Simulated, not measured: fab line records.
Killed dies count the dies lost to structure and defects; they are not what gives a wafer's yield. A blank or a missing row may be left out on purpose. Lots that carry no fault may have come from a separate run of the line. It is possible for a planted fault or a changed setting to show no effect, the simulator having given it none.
Tool commonality check	flow gf180mcu	42 wafers sampled across 14 lots

== WHY THIS WAS OPENED ==
GF_VT_IMPLANT_TW_MEAS_32, reading VT_IMPLANT_3_TW: flagged on 3 of 14 lots. Fault-free wafers read 268.5, with a standard deviation of 1.5.
Rule: a lot is flagged when every wafer of it that has a number lies more than 4 standard deviations from that mean, or none has a number. All remaining lots are regarded as sound.

lot	measured	on	VT_IMPLANT_3_TW, wafer by wafer	flag
L496	day 6 21:08	film_metro-01	267.6 265.6 266.9	
L497	day 7 02:48	film_metro-03	269.5 268.2 268.9	
L499	day 7 17:24	film_metro-01	267.0 266.6 267.8	
L500	day 7 23:05	film_metro-01	267.8 267.1 268.8	
L501	day 8 03:04	film_metro-03	311.0 311.7 311.0	FLAGGED
L502	day 8 12:13	film_metro-02	313.0 310.3 312.6	FLAGGED
L504	day 8 22:11	film_metro-02	311.8 313.6 310.4	FLAGGED
L506	day 9 13:11	film_metro-03	269.7 268.3 269.9	
L512	day 11 05:00	film_metro-01	267.7 268.8 267.0	
L513	day 11 12:11	film_metro-03	268.2 267.6 269.5	
L514	day 11 16:47	film_metro-01	267.6 267.5 267.6	
L515	day 12 00:42	film_metro-01	265.5 267.6 267.8	
L516	day 12 09:21	film_metro-03	268.7 270.8 268.9	
L517	day 12 15:59	film_metro-01	267.0 266.3 266.5	
The numbers of the flagged lots are 311.7 on average: +43.2 against the usual, or +29 standard deviations.

== WHICH TOOL RAN EACH LOT ==
The record keeps 1 process step preceding the reading, out of 602 steps on the route. Read each cell as the tool, then ch plus the chambers that the sampled wafers visited, then the start.
lot	flag	GF_VT_IMPLANT_IMPLANT_30
L496		implanter-03 ch 0, day 6 20:53
L497		implanter-02 ch 0, day 7 02:34
L499		implanter-01 ch 0, day 7 17:10
L500		implanter-01 ch 0, day 7 22:50
L501	FLAGGED	implanter-01 ch 0, day 8 02:50
L502	FLAGGED	implanter-01 ch 0, day 8 12:01
L504	FLAGGED	implanter-01 ch 0, day 8 21:56
L506		implanter-02 ch 0, day 9 12:56
L512		implanter-03 ch 0, day 11 04:46
L513		implanter-01 ch 0, day 11 11:56
L514		implanter-01 ch 0, day 11 16:32
L515		implanter-02 ch 0, day 12 00:28
L516		implanter-03 ch 0, day 12 09:07
L517		implanter-03 ch 0, day 12 15:44
What the steps here do:
- GF_VT_IMPLANT_IMPLANT_30
- GF_VT_IMPLANT_TW_MEAS_32

== FLAGGED AGAINST TOTAL, ONE TOOL AT A TIME (gauges that did the reading follow at the end) ==
step	tool	lots run	flagged	share of the flagged lots	sound lots run after its first flagged lot
GF_VT_IMPLANT_IMPLANT_30	implanter-01	7	3	all	2 (L513,L514)
GF_VT_IMPLANT_IMPLANT_30	implanter-02	3	0	none	-
GF_VT_IMPLANT_IMPLANT_30	implanter-03	4	0	none	-
GF_VT_IMPLANT_TW_MEAS_32	film_metro-01	7	0	none	-
GF_VT_IMPLANT_TW_MEAS_32	film_metro-02	2	2	some	0
GF_VT_IMPLANT_TW_MEAS_32	film_metro-03	5	1	some	3 (L506,L513,L516)

== THE TABLE: WHAT IT ALLOWS ==
All flagged lots share 1 row of the table, namely implanter-01 at GF_VT_IMPLANT_IMPLANT_30.
- implanter-01 at GF_VT_IMPLANT_IMPLANT_30 ran 7 lots, 3 of them flagged. Lots that were sound ran on it after the first flagged one (L513, L514); a persistent fault on the entire tool would not allow that. Its own readings lie more than 4 standard deviations out on every wafer of the flagged lots: dose_ions_cm2, faraday_current_uA.
There is no row in the table that ran each flagged lot and no sound lot after the first.

== WHAT WAS PUT IN BY THE SIMULATOR ==
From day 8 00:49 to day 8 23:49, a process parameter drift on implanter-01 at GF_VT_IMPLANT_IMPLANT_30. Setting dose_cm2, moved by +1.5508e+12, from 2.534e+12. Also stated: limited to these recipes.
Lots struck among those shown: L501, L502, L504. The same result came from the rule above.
